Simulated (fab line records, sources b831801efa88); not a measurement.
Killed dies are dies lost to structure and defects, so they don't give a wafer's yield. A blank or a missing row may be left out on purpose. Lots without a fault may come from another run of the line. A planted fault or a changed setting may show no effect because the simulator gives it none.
Split-lot experiment | flow sfq_line | 5 lots, 23 wafers read, on a route of 325 steps

THE SPLIT
At SFQ_TRILAYER_I0_CMP_CMP_028 (polishes SiO2), the setting leave_above_ref_nm was moved away from the recipe's 200 nm on 11 of the 23 wafers read, by -5.0% to +5.5%. The other wafers ran this setting at the recipe's value.

FROM THE SPLIT TO THE READING: what the file shows between them, 4 steps
- SFQ_TRILAYER_I0_METRO_MEASURE_029
- SFQ_TRILAYER_I0_VIA_LITHO_COAT_036: resist thk 62 nm
- SFQ_TRILAYER_I0_VIA_LITHO_COAT_031: resist thk 650 nm
- SFQ_TRILAYER_I0_VIA_BARC_OPEN_VIA_ETCH_046: etches BARC in O2, target depth 125 nm, time 43.03 s

THE READING
oes_product_au, in a.u., at SFQ_TRILAYER_I0_VIA_ETCH_VIA_ETCH_034 (etches SiO2 in CHF3, stops on Nb, target depth 260 nm). Fault-free wafers of this fab line usually give 0.854 a.u., standard deviation 0.0052 a.u..

wafer  | tool, chamber at the split | leave_above_ref_nm as run, nm | against the recipe | oes_product_au, a.u. | against lot-mates on the recipe
L074.1 | cmp-02, 0                  | 200                           | recipe             | 0.852                | -
L074.4 | cmp-02, 3                  | 200                           | recipe             | 0.855                | -
L074.5 | cmp-02, 1                  | 200                           | recipe             | 0.852                | -
L076.1 | cmp-01, 3                  | 200                           | recipe             | 0.849                | -
L076.2 | cmp-01, 1                  | 208.5                         | +4.2%              | 0.879                | +0.031
L076.3 | cmp-01, 0                  | 208.5                         | +4.2%              | 0.869                | +0.021
L076.4 | cmp-01, 2                  | 200                           | recipe             | 0.847                | -
L076.5 | cmp-01, 0                  | 208.5                         | +4.2%              | 0.879                | +0.031
L079.1 | cmp-01, 0                  | 206.7                         | +3.3%              | 0.879                | +0.028
L079.2 | cmp-01, 3                  | 200                           | recipe             | 0.854                | -
L079.3 | cmp-01, 1                  | 200                           | recipe             | 0.849                | -
L079.4 | cmp-01, 2,1                | 206.7                         | +3.3%              | 0.870                | +0.019
L079.6 | cmp-01, 2,1                | 206.7                         | +3.3%              | 0.872                | +0.021
L080.1 | cmp-02, 1                  | 200                           | recipe             | 0.857                | -
L080.2 | cmp-02, 0                  | 200                           | recipe             | 0.856                | -
L080.4 | cmp-02, 2                  | 211                           | +5.5%              | 0.876                | +0.018
L080.5 | cmp-02, 2                  | 200                           | recipe             | 0.860                | -
L080.6 | cmp-02, 3                  | 211                           | +5.5%              | 0.880                | +0.022
L084.1 | cmp-01, 0                  | 189.9                         | -5.0%              | 0.829                | -0.028
L084.2 | cmp-01, 3                  | 189.9                         | -5.0%              | 0.833                | -0.024
L084.3 | cmp-01, 2                  | 189.9                         | -5.0%              | 0.835                | -0.022
L084.4 | cmp-01, 1                  | 200                           | recipe             | 0.860                | -
L084.5 | cmp-01, 2                  | 200                           | recipe             | 0.855                | -
Where a row lists several chambers, the file gives one row for several wafers and doesn't say which wafer went through which chamber.

THE FIT
A straight line over all 23 wafers: oes_product_au changes by +0.00468 a.u. for each +1% of leave_above_ref_nm; r = +0.96; the points scatter about the line by 0.0043 a.u..
The same after taking each lot's own level away (the mean of its wafers on the recipe; 23 wafers): +0.00518 a.u. for each +1%; r = +0.96; scatter 0.0047 a.u..
On that fit, the largest move of leave_above_ref_nm shifts the reading by 0.029 a.u..
The lots' own levels span 0.8480 to 0.8577 a.u., that is 1.9 times the standard deviation above.
So the lot-to-lot level changes the slope little: the two slopes agree.
Check: with one of the wafers moved furthest among these (+5.5%) left out of the fit, the line predicts +0.0312 a.u. for it against its lot-mates. It came out at +0.0183 a.u. against them.

OTHER SPLITS ON THESE WAFERS
These wafers also went through other splits before the reading. Each is held against what the fit with the lots' levels taken away leaves over:
other split on the same wafers                  | wafers away from the commonest value | r with oes_product_au (lot level and that fit taken away)
SFQ_TRILAYER_L0_DEP_SPUTTER_003 time_s          | 5                                    | +0.39
SFQ_TRILAYER_L0_BARC_OPEN_METAL_ETCH_010 bias_w | 6                                    | -0.20
SFQ_TRILAYER_L0_VIA_ETCH_VIA_ETCH_016 source_w  | 11                                   | +0.03
SFQ_TRILAYER_M0_LITHO_COAT_026 spin_rpm         | 7                                    | -0.09
SFQ_TRILAYER_M0_BARC_OPEN_METAL_ETCH_031 bias_w | 11                                   | +0.16

THE WHOLE CHAIN: every reading that the file lists as answering this split, in the file's order
step                                  | what it does                                          | reading                                                                                   | change (the file's fit)                   | r (the file's)
SFQ_TRILAYER_I0_CMP_CMP_028           | polishes SiO2                                         | SiO2_of_TRILAYER_I0_DEP_PECVD_027.thk_nm (the simulator's own value, which no gauge read) | +2.06 nm for each +1% of the setting      | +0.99
SFQ_TRILAYER_I0_METRO_MEASURE_029     |                                                       | thk_nm                                                                                    | +2.05 nm for each +1% of the setting      | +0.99
SFQ_TRILAYER_I0_VIA_ETCH_VIA_ETCH_034 | etches SiO2 in CHF3, stops on Nb, target depth 260 nm | oes_product_au                                                                            | +0.00509 a.u. for each +1% of the setting | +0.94
SFQ_TRILAYER_I0_VIA_ETCH_VIA_ETCH_034 | etches SiO2 in CHF3, stops on Nb, target depth 260 nm | I0.feature_depth_nm (the simulator's own value, which no gauge read)                      | +2.06 nm for each +1% of the setting      | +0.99

THE FILE'S OWN FIT
oes_product_au changes by +0.00509 a.u. for each +1% of leave_above_ref_nm, r = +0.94.
